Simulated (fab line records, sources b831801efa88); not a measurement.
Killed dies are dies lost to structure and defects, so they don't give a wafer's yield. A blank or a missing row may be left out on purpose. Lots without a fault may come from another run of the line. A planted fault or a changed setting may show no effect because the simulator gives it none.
fab line records | flow gf180mcu
record lots=11 wafers=33 last_day=35
route steps=602 shown MVPSD@88 VT_IMPLANT@97 PSD@257
lots that met no fault: from a run of the same line without faults
start_h: hours from the record's first day to the start of the lot's first wafer shown | wait_h: hours since the lot's step before | " the same as in the row above | L1.1+2: a row that stands for several wafers | - no value, or no start given | * or withheld: withheld | < > ~ a bound
route shown NAME@n: a module of which the file shows steps, and the number in the route of the first | usual: mean/standard deviation of fault-free wafers | same: alike in all rows | chamber/n: place in a boat | sites: the reading at each site | _std_site: their standard deviation | _edge_site: outer sites' mean less inner sites' | radius_mm: how far each site lies from the wafer's centre | mask NAME#n: copy n | behind: the tool/chamber that last shaped the wafer | hold: why the lot was held/for how many hours/how that ended | device: the transistor (n, p or np) that didn't switch | end of line: the same wafers' tests at the end of the route | a step without rows: its recipe alone | killed: dies lost to structure and defects at the first sort, not the wafer's yield | map: a wafer's dies, x killed, . not, _ none there
set.NAME: the setting as run; set.NAME@STEP: as run at that earlier step | model.NAME: the simulator's own value behind a step, which no gauge read
steps of the route over a sample of lots; a table a step, a row a wafer
services: from which hour (start_h, from the record's first day; less than 0 if before it) a tool's chamber was out of use, for how many hours, and why
## steps
# step GF_MVPSD_STRIP_10
# recipe chemistry=O2/N2 power_w=1400 pressure_mtorr=1500 platen_temp_c=250 o2_flow_sccm=3000 n2_flow_sccm=300 overash_fraction=0.5
# usual drypump_motor_current_A=5.77/0.14 heater_power_w=328/37 oes_product_au=0.722/0.0045 strip_time_to_endpoint_s=36.90/0.093
# same overash_fraction=0.5
# columns lot.wafer tool chamber start_h wait_h drypump_motor_current_A heater_power_w oes_product_au rf_hours_counter_h strip_time_to_endpoint_s
L480.3 plasma_asher-03 1 100.47 0.1 5.67 293 0.721 - 36.92
L480.4 " 0 " " 5.58 284 0.727 - 36.89
L480.6 " 0 " " 5.58 272 0.728 - 36.92
L482.2 plasma_asher-03 0 111.67 0.1 5.62 287 0.726 47 37.04
L482.4 " 0 " " 5.63 282 0.731 - 36.92
L482.5 " 0 " " 5.60 279 0.716 - 36.96
L483.2 plasma_asher-04 1 117.29 0.1 5.84 384 0.715 31 36.83
L483.4 " 1 " " 5.83 387 0.717 - 36.78
L483.5 " 1 " " 5.82 372 0.722 - 36.76
L485.2 plasma_asher-04 1 130.06 0.1 5.83 385 0.719 32 37.11
L485.3 " 1 " " 5.85 381 0.725 - 37.01
L485.5 " 1 " " 5.82 385 0.725 - 36.93
L488.1 plasma_asher-04 0 147.52 0.1 6.03 360 0.722 34 36.83
L488.5 " 0 " " 6.01 345 0.722 - 36.73
L488.6 " 1 " " 5.81 382 0.731 - 36.98
L491.1 plasma_asher-02 0 164.06 0.1 5.72 332 0.720 4 36.74
L491.2 " 1 " " 5.74 344 0.724 4 36.72
L491.4 " 0 " " 5.74 329 0.722 - 36.76
L492.2 plasma_asher-03 1 169.84 0.1 5.68 300 0.725 53 36.90
L492.4 " 1 " " 5.68 298 0.723 - 36.83
L492.5 " 0 " " 5.61 288 0.719 - 36.81
L493.2 plasma_asher-03 0 175.75 0.1 5.62 283 0.724 54 36.94
L493.3 " 0 " " 5.61 276 0.722 - 37.00
L493.4 " 1 " " 5.68 298 0.718 - 36.94
L498.3 plasma_asher-04 0 207.24 0.1 6.01 342 0.718 - 36.89
L498.4 " 1 " " 5.83 383 0.721 - 36.90
L498.5 " 0 " " 6.01 354 0.728 - 36.92
L500.1 plasma_asher-03 0 220.94 0.1 5.63 280 0.716 59 36.89
L500.2 " 1 " " 5.64 296 0.716 59 37.02
L500.3 " 0 " " 5.63 279 0.724 - 36.92
L502.1 plasma_asher-02 0 234.85 0.1 5.75 325 0.713 12 37.00
L502.4 " 1 " " 5.75 343 0.724 - 36.89
L502.6 " 1 " " 5.72 345 0.718 - 36.93
# step GF_VT_IMPLANT_OVL_MEAS_07
# usual VT_IMPLANT_OVL=0.0/1.5
# columns lot.wafer tool chamber start_h wait_h VT_IMPLANT_OVL[nm]
L480.3 overlay-01 - 115.00 0.1 -2.6
L480.4 " - " " -0.6
L480.6 " - " " -2.7
L482.2 overlay-02 - 125.89 0.1 1.6
L482.4 " - " " 0.5
L482.5 " - " " 1.4
L483.2 overlay-01 - 132.36 0.1 0.9
L483.4 " - " " 1.0
L483.5 " - " " 1.9
L485.2 overlay-01 - 146.15 0.1 1.1
L485.3 " - " " 1.2
L485.5 " - " " 1.9
L488.1 overlay-02 - 163.05 0.1 -0.5
L488.5 " - " " 0.7
L488.6 " - " " 0.2
L491.1 overlay-02 - 180.65 0.1 0.9
L491.2 " - " " 0.8
L491.4 " - " " 0.9
L492.2 overlay-02 - 186.25 0.1 -0.3
L492.4 " - " " -1.0
L492.5 " - " " -0.8
L493.2 overlay-01 - 192.86 0.1 1.8
L493.3 " - " " 0.3
L493.4 " - " " 0.0
L498.3 overlay-02 - 224.52 0.1 -1.6
L498.4 " - " " 0.5
L498.5 " - " " 0.0
L500.1 overlay-01 - 239.55 0.1 0.0
L500.2 " - " " 1.0
L500.3 " - " " -0.5
L502.1 overlay-02 - 253.70 0.1 0.8
L502.4 " - " " -0.9
L502.6 " - " " 0.0
# step GF_VT_IMPLANT_OVL_MEAS_29
# usual VT_IMPLANT_02_OVL=-0.1/1.6
# columns lot.wafer tool chamber start_h wait_h VT_IMPLANT_02_OVL[nm]
L480.3 overlay-02 - 145.86 0.1 -1.8
L480.4 " - " " 1.2
L480.6 " - " " 1.1
L482.2 overlay-02 - 157.44 0.1 -1.4
L482.4 " - " " -2.4
L482.5 " - " " -2.6
L483.2 overlay-02 - 164.61 0.1 1.5
L483.4 " - " " 0.4
L483.5 " - " " 0.2
L485.2 overlay-02 - 178.01 0.1 2.8
L485.3 " - " " 2.1
L485.5 " - " " 1.0
L488.1 overlay-02 - 197.10 0.1 0.2
L488.5 " - " " 2.0
L488.6 " - " " 1.2
L491.1 overlay-01 - 215.90 0.1 0.6
L491.2 " - " " 0.6
L491.4 " - " " 0.5
L492.2 overlay-02 - 221.05 0.1 -1.2
L492.4 " - " " -0.8
L492.5 " - " " 1.2
L493.2 overlay-01 - 228.18 0.1 1.1
L493.3 " - " " 0.3
L493.4 " - " " -0.4
L498.3 overlay-02 - 262.85 0.1 0.0
L498.4 " - " " 0.8
L498.5 " - " " 0.0
L500.1 overlay-01 - 278.05 0.1 1.0
L500.2 " - " " 1.0
L500.3 " - " " -0.1
L502.1 overlay-01 - 293.55 0.1 -0.5
L502.4 " - " " 0.5
L502.6 " - " " 0.0
# step GF_PSD_IMPLANT_09
# recipe species=BF2 energy_kev=40 dose_cm2=1.5e+15 tilt_deg=7
# usual dose_ions_cm2=1.5001e+15/1.6e+12 end_station_pressure_torr=1.17e-05/6.1e-07 faraday_current_uA=8243/170
# columns lot.wafer tool chamber start_h wait_h dose_ions_cm2 end_station_pressure_torr faraday_current_uA
L480.3 implanter-04 0 332.18 0.1 1.4973e+15 1.15e-05 8296
L480.4 " 0 " " 1.5008e+15 1.11e-05 8190
L480.6 " 0 " " 1.5e+15 1.22e-05 8053
L482.2 implanter-04 0 343.98 0.0 1.5006e+15 1.19e-05 8162
L482.4 " 0 " " 1.5035e+15 1.18e-05 8288
L482.5 " 0 " " 1.5004e+15 1.27e-05 8396
L483.2 implanter-04 0 353.58 0.0 1.4988e+15 1.27e-05 8002
L483.4 " 0 " " 1.5032e+15 1.14e-05 8146
L483.5 " 0 " " 1.4988e+15 1.18e-05 8048
L485.2 implanter-01 0 377.03 0.0 1.501e+15 1.13e-05 8626
L485.3 " 0 " " 1.5028e+15 1.16e-05 8255
L485.5 " 0 " " 1.5011e+15 1.18e-05 8056
L488.1 implanter-01 0 396.61 0.0 1.5008e+15 1.13e-05 8122
L488.5 " 0 " " 1.5001e+15 1.05e-05 8653
L488.6 " 0 " " 1.5003e+15 1.13e-05 8316
L491.1 implanter-04 0 419.12 0.0 1.4999e+15 1.17e-05 8338
L491.2 " 0 " " 1.5001e+15 1.15e-05 8166
L491.4 " 0 " " 1.4998e+15 1.25e-05 8153
L492.2 implanter-01 0 427.27 0.0 7.682e+14 8.6e-06 4269
L492.4 " 0 " " 7.69e+14 8.3e-06 4324
L492.5 " 0 " " 7.7e+14 8.4e-06 4317
L493.2 implanter-01 0 435.99 0.0 7.657e+14 8.8e-06 4119
L493.3 " 0 " " 7.671e+14 9.1e-06 4159
L493.4 " 0 " " 7.659e+14 9.3e-06 4357
L498.3 implanter-02 0 482.20 0.1 1.499e+15 1.18e-05 8612
L498.4 " 0 " " 1.5007e+15 1.13e-05 7908
L498.5 " 0 " " 1.5021e+15 1.08e-05 8319
L500.1 implanter-04 0 498.25 0.0 1.4977e+15 1.16e-05 8338
L500.2 " 0 " " 1.5005e+15 1.09e-05 8373
L500.3 " 0 " " 1.4997e+15 1.24e-05 8241
L502.1 implanter-02 0 516.32 0.0 1.4987e+15 1.12e-05 8612
L502.4 " 0 " " 1.4992e+15 1.12e-05 8226
L502.6 " 0 " " 1.5003e+15 1.17e-05 8261
# step GF_PSD_STRIP_10
# recipe chemistry=O2/N2 power_w=1400 pressure_mtorr=1500 platen_temp_c=250 o2_flow_sccm=3000 n2_flow_sccm=300 overash_fraction=0.5
# usual drypump_motor_current_A=5.8/0.35 heater_power_w=344/22 oes_product_au=0.591/0.0045 strip_time_to_endpoint_s=16.52/0.045
# same overash_fraction=0.5
# columns lot.wafer tool chamber start_h wait_h drypump_motor_current_A heater_power_w oes_product_au rf_hours_counter_h strip_time_to_endpoint_s
L480.3 plasma_asher-04 1 332.31 0.1 5.8 385 0.590 - 16.56
L480.4 " 0 " " 6.0 347 0.589 - 16.52
L480.6 " 1 " " 5.8 389 0.587 - 16.56
L482.2 plasma_asher-04 1 344.10 0.1 5.8 369 0.595 53 16.47
L482.4 " 0 " " 6.0 338 0.595 - 16.49
L482.5 " 0 " " 6.0 352 0.595 - 16.50
L483.2 plasma_asher-02 1 353.70 0.1 5.8 337 0.591 24 16.51
L483.4 " 1 " " 5.7 348 0.592 - 16.49
L483.5 " 1 " " 5.7 353 0.588 - 16.50
L485.2 plasma_asher-02 1 377.15 0.1 5.8 339 0.595 26 16.53
L485.3 " 1 " " 5.7 349 0.599 - 16.55
L485.5 " 0 " " 5.7 331 0.585 - 16.56
L488.1 plasma_asher-02 0 396.76 0.1 5.7 344 0.589 28 16.59
L488.5 " 1 " " 5.7 339 0.592 - 16.54
L488.6 " 0 " " 5.7 343 0.581 - 16.54
L491.1 plasma_asher-02 0 419.27 0.1 5.7 334 0.594 31 16.57
L491.2 " 1 " " 5.7 351 0.596 31 16.58
L491.4 " 1 " " 5.8 343 0.588 - 16.57
L492.2 plasma_asher-04 0 427.40 0.1 6.0 357 0.633 63 14.50
L492.4 " 1 " " 5.8 380 0.642 - 14.52
L492.5 " 1 " " 5.8 385 0.647 - 14.53
L493.2 plasma_asher-02 0 436.12 0.1 5.7 341 0.642 33 14.53
L493.3 " 0 " " 5.7 331 0.641 - 14.53
L493.4 " 1 " " 5.8 346 0.642 - 14.54
L498.3 plasma_asher-01 1 482.33 0.1 6.5 307 0.595 - 16.57
L498.4 " 0 " " 5.2 335 0.603 - 16.55
L498.5 " 0 " " 5.2 327 0.595 - 16.55
L500.1 plasma_asher-02 1 498.40 0.1 5.8 348 0.590 39 16.50
L500.2 " 0 " " 5.7 341 0.587 39 16.53
L500.3 " 1 " " 5.8 345 0.594 - 16.51
L502.1 plasma_asher-01 1 516.47 0.1 6.5 301 0.590 9 16.53
L502.4 " 0 " " 5.2 331 0.594 - 16.49
L502.6 " 0 " " 5.2 337 0.590 - 16.49
# step GF_PSD_TW_MEAS_11
# usual PSD_TW=3170/25
# columns lot.wafer tool chamber start_h wait_h PSD_TW
L480.3 film_metro-04 - 332.40 0.1 3185
L480.4 " - " " 3189
L480.6 " - " " 3172
L482.2 film_metro-01 - 344.21 0.1 3165
L482.4 " - " " 3172
L482.5 " - " " 3166
L483.2 film_metro-03 - 353.81 0.1 3144
L483.4 " - " " 3120
L483.5 " - " " 3151
L485.2 film_metro-04 - 377.26 0.1 3193
L485.3 " - " " 3210
L485.5 " - " " 3190
L488.1 film_metro-04 - 396.86 0.1 3167
L488.5 " - " " 3179
L488.6 " - " " 3200
L491.1 film_metro-04 - 419.37 0.1 3208
L491.2 " - " " 3207
L491.4 " - " " 3214
L492.2 film_metro-03 - 427.51 0.1 2676
L492.4 " - " " 2686
L492.5 " - " " 2666
L493.2 film_metro-03 - 436.23 0.1 2691
L493.3 " - " " 2673
L493.4 " - " " 2697
L498.3 film_metro-04 - 482.42 0.1 3185
L498.4 " - " " 3195
L498.5 " - " " 3179
L500.1 film_metro-01 - 498.50 0.1 3178
L500.2 " - " " 3184
L500.3 " - " " 3184
L502.1 film_metro-03 - 516.57 0.1 3169
L502.4 " - " " 3162
L502.6 " - " " 3160
# step GF_PSD_RS_MEAS_15
# recipe thk_meas_gauge=four-point-probe
# usual PSD_RS=108.57/0.27
# columns lot.wafer tool chamber start_h wait_h PSD_RS[ohm/sq]
L480.3 film_metro-01 - 332.74 0.1 108.33
L480.4 " - " " 108.07
L480.6 " - " " 108.54
L482.2 film_metro-04 - 344.53 0.1 108.81
L482.4 " - " " 108.52
L482.5 " - " " 108.54
L483.2 film_metro-03 - 354.13 0.1 108.37
L483.4 " - " " 108.99
L483.5 " - " " 108.52
L485.2 film_metro-03 - 377.67 0.1 108.92
L485.3 " - " " 108.59
L485.5 " - " " 109.24
L488.1 film_metro-01 - 397.17 0.1 108.35
L488.5 " - " " 108.80
L488.6 " - " " 108.61
L491.1 film_metro-03 - 419.68 0.1 108.67
L491.2 " - " " 108.40
L491.4 " - " " 108.67
L492.2 film_metro-04 - 427.83 0.1 162.46
L492.4 " - " " 162.75
L492.5 " - " " 163.34
L493.2 film_metro-04 - 436.56 0.1 161.79
L493.3 " - " " 162.18
L493.4 " - " " 162.16
L498.3 film_metro-03 - 482.75 0.1 108.31
L498.4 " - " " 108.24
L498.5 " - " " 108.61
L500.1 film_metro-04 - 498.81 0.1 108.29
L500.2 " - " " 108.42
L500.3 " - " " 108.24
L502.1 film_metro-03 - 516.88 0.1 108.03
L502.4 " - " " 108.15
L502.6 " - " " 108.51
## services
# columns tool chamber start_h hours kind
implanter-01 - 82.98 3.9 repair
plasma_asher-03 - 89.92 4.3 pm
plasma_asher-01 - 94.39 4.0 pm
implanter-04 - 103.85 8.5 repair
implanter-04 - 104.72 1.1 repair
plasma_asher-02 - 108.75 9.0 pm
implanter-01 - 135.94 2.7 repair
plasma_asher-02 - 136.64 2.8 pm
implanter-02 - 141.39 1.1 repair
plasma_asher-01 - 141.79 2.8 pm
plasma_asher-04 - 164.87 15.6 pm
implanter-01 - 267.73 2.9 pm
implanter-01 - 273.41 1.2 repair
implanter-04 - 277.49 5.8 pm
plasma_asher-01 - 345.48 1.4 repair
implanter-02 - 348.73 1.6 repair
implanter-04 - 386.52 2.6 repair
plasma_asher-01 - 387.26 14.6 pm
plasma_asher-02 - 392.15 1.0 repair
plasma_asher-01 - 421.25 9.0 pm
implanter-02 - 424.08 1.1 repair
implanter-01 - 453.95 3.3 pm
plasma_asher-04 - 454.10 2.2 repair
implanter-04 - 489.30 1.5 repair
## key
first_sign step=GF_PSD_IMPLANT_09 reading=dose_ions_cm2 direction=down sigmas=99+ usual=1.5001e+15 struck=7.676e+14
effect step=GF_PSD_IMPLANT_09 reading=faraday_current_uA direction=down sigmas=23 usual=8243 struck=4258
effect step=GF_PSD_STRIP_10 reading=strip_time_to_endpoint_s direction=down sigmas=45 usual=* struck=*
effect step=GF_PSD_TW_MEAS_11 reading=PSD_TW direction=down sigmas=20 usual=3170 struck=2681
effect step=GF_PSD_RS_MEAS_15 reading=PSD_RS direction=up sigmas=99+ usual=108.57 struck=162.45
met_at GF_PSD_IMPLANT_09
struck_lots L492,L493
tester_left_out L492,L493
not_acting_at GF_MVPSD_STRIP_10,GF_VT_IMPLANT_OVL_MEAS_07,GF_VT_IMPLANT_OVL_MEAS_29
onset_between 396.61 427.27
fault kind=process_parameter_drift tool=implanter-01 chamber=- onset_h=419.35 steps=GF_PSD_IMPLANT_09 channel=dose_cm2 offset=-7.3209e+14 shape=step end_h=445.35 acts_in=these_recipes_only stated=1.5e+15
# tester_left_out: of these lots the tester's yield and bins aren't shown, on N5 and GAA mostly nor the transistor test; their killed dies are dies lost to structure and defects alone, not to doping, threshold or leakage, so they don't give the yield
